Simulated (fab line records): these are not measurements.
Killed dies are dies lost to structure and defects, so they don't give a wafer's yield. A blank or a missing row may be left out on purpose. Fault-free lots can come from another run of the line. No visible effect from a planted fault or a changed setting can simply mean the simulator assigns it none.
The tool behind it: which one? | flow gf180mcu | 12 lots, 36 wafers sampled, at 4 steps of a route of 602

== WHAT THE GAUGES READ, wafer by wafer ==
GF_CONTACT_THK_MEAS_03.
lot  | measured     | on           | CONTACT_CVD_02_THK (nm)
L340 | day 15 08:28 | filmMetro-03 | 862 851 851
L341 | day 15 09:13 | filmMetro-02 | 860 861 867
L342 | day 15 22:20 | filmMetro-04 | 865 880 876
L343 | day 16 04:06 | filmMetro-04 | 852 848 853
L344 | day 16 16:55 | filmMetro-02 | 865 847 869
L345 | day 16 23:28 | filmMetro-02 | 866 848 860
L346 | day 17 15:41 | filmMetro-02 | 864 869 877
L355 | day 20 16:26 | filmMetro-04 | 867 876 871
L356 | day 20 23:59 | filmMetro-04 | 854 869 871
L358 | day 21 13:06 | filmMetro-02 | 863 848 860
L361 | day 22 16:33 | filmMetro-04 | 869 877 874
L362 | day 23 03:00 | filmMetro-04 | 848 872 866

GF_V1_RS_MEAS_24: measures by four-point-probe.
lot  | measured     | on           | V1_W_RS (ohm/sq)
L340 | day 18 08:22 | filmMetro-02 | 0.328 0.325 0.331
L341 | day 18 09:00 | filmMetro-04 | 0.320 0.330 0.318
L342 | day 19 00:31 | filmMetro-01 | 0.325 0.329 0.325
L343 | day 19 06:20 | filmMetro-02 | 0.328 0.335 0.328
L344 | day 19 19:50 | filmMetro-04 | 0.326 0.321 0.322
L345 | day 20 03:26 | filmMetro-02 | 0.328 0.326 0.329
L346 | day 20 19:53 | filmMetro-01 | 0.325 0.323 0.320
L355 | day 23 19:32 | filmMetro-02 | 0.325 0.329 0.325
L356 | day 24 01:23 | filmMetro-04 | 0.325 0.328 0.319
L358 | day 24 12:59 | filmMetro-04 | 0.328 0.331 0.326
L361 | day 25 15:52 | filmMetro-01 | 0.322 0.322 0.320
L362 | day 26 01:31 | filmMetro-01 | 0.321 0.323 0.321

GF_V2_THK_MEAS_03.
lot  | measured     | on           | V2_CVD_02_THK (nm)
L340 | day 19 10:38 | filmMetro-03 | 842 857 851
L341 | day 19 10:54 | filmMetro-04 | 848 835 849
L342 | day 20 03:28 | filmMetro-04 | 847 845 865
L343 | day 20 08:19 | filmMetro-03 | 847 851 858
L344 | day 20 21:22 | filmMetro-03 | 844 864 869
L345 | day 21 05:47 | filmMetro-03 | 861 852 877
L346 | day 21 21:04 | filmMetro-04 | 851 856 875
L355 | day 24 19:14 | filmMetro-03 | 842 864 859
L356 | day 25 01:02 | filmMetro-04 | 825 849 861
L358 | day 25 13:14 | filmMetro-03 | 837 839 838
L361 | day 26 14:35 | filmMetro-04 | 844 858 859
L362 | day 26 23:02 | filmMetro-02 | 826 857 847

== WHAT TOOL EACH LOT RAN ON (gives the tool, then ch and the chambers of the sampled wafers, and finally the start) ==
lot  | GF_PSD_SOFTBAKE_03
L340 | lithoTrack-02 ch 0, day 13 23:33
L341 | lithoTrack-03 ch 0, day 14 00:13
L342 | lithoTrack-01 ch 0, day 14 10:34
L343 | lithoTrack-01 ch 0, day 14 17:34
L344 | lithoTrack-01 ch 0, day 15 05:28
L345 | lithoTrack-01 ch 0, day 15 12:49
L346 | lithoTrack-01 ch 0, day 16 03:22
L355 | lithoTrack-01 ch 0, day 19 01:52
L356 | lithoTrack-01 ch 0, day 19 10:16
L358 | lithoTrack-03 ch 0, day 19 22:58
L361 | lithoTrack-03 ch 0, day 21 03:40
L362 | lithoTrack-03 ch 0, day 21 13:52
- GF_PSD_SOFTBAKE_03: time 60 s.

== AS READ BY THE TOOLS THEMSELVES (means over the sampled wafers that have a number; for cases with no such wafer, the mark the record gives instead) ==
GF_PSD_SOFTBAKE_03.
lot  | tool          | heaterPowerTotalW (W) | plateTempC (C)
L340 | lithoTrack-02 | 56.60                 | 89.86
L341 | lithoTrack-03 | 56.62                 | 90.16
L342 | lithoTrack-01 | 56.60                 | 90.04
L343 | lithoTrack-01 | 56.59                 | 90.05
L344 | lithoTrack-01 | 56.61                 | 90.00
L345 | lithoTrack-01 | 56.57                 | 90.03
L346 | lithoTrack-01 | 56.64                 | 89.89
L355 | lithoTrack-01 | 55.99                 | 89.37
L356 | lithoTrack-01 | 56.02                 | 89.21
L358 | lithoTrack-03 | 56.61                 | 90.08
L361 | lithoTrack-03 | 56.61                 | 89.90
L362 | lithoTrack-03 | 56.57                 | 90.13

== THE ANSWER, worked out from the rows above alone ==
Rule: the usual values come from the lots themselves. The widest of any qualifying gaps counts: lots, ordered by their means at a reading, are off when they make up no more than a third of the lots, leave a main group of 4 or more, and stand apart from it by 3 or more times the standard deviation of that group's means. A main group whose means are all the same, to the digits that the tables above print for the reading, isn't used. A lot without any number at a reading at which 4 lots or more have one is off too. All remaining lots with rows at the step are treated as sound. Order of review: gauges by route order, followed by the tools' own readings, for which a lot's mean as printed above is used. At the first step where some lot is off, the reading lying furthest off is the one used; lots without a number count as furthest.
Off at GF_PSD_SOFTBAKE_03 (heaterPowerTotalW): L355, L356. Mean 56.60 W and standard deviation 0.02 in the main group.
A tool fits if, at that step or a process step before it, it ran every lot that is off, and no sound lot after the first of them. One candidate fits, namely lithoTrack-01 at GF_PSD_SOFTBAKE_03. A fault onset in the window from L346 (day 16 03:22, its last sound lot) to L355 (day 19 01:52, its first lot off) fits.
The tool's own readings at GF_PSD_SOFTBAKE_03 bear it out: on the lots that are off they differ by more than 5 times the standard deviation of the sound lots' means. heaterPowerTotalW reads 56.01 W there against 56.60 W on the sound lots; plateTempC reads 89.29 C there against 90.01 C on the sound lots.

== WHAT THE SIMULATOR HAD INSERTED ==
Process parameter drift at GF_PSD_SOFTBAKE_03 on lithoTrack-01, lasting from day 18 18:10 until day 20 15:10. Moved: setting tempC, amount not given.
Shown lots that were struck: L355, L356. The same result came from the rule above.
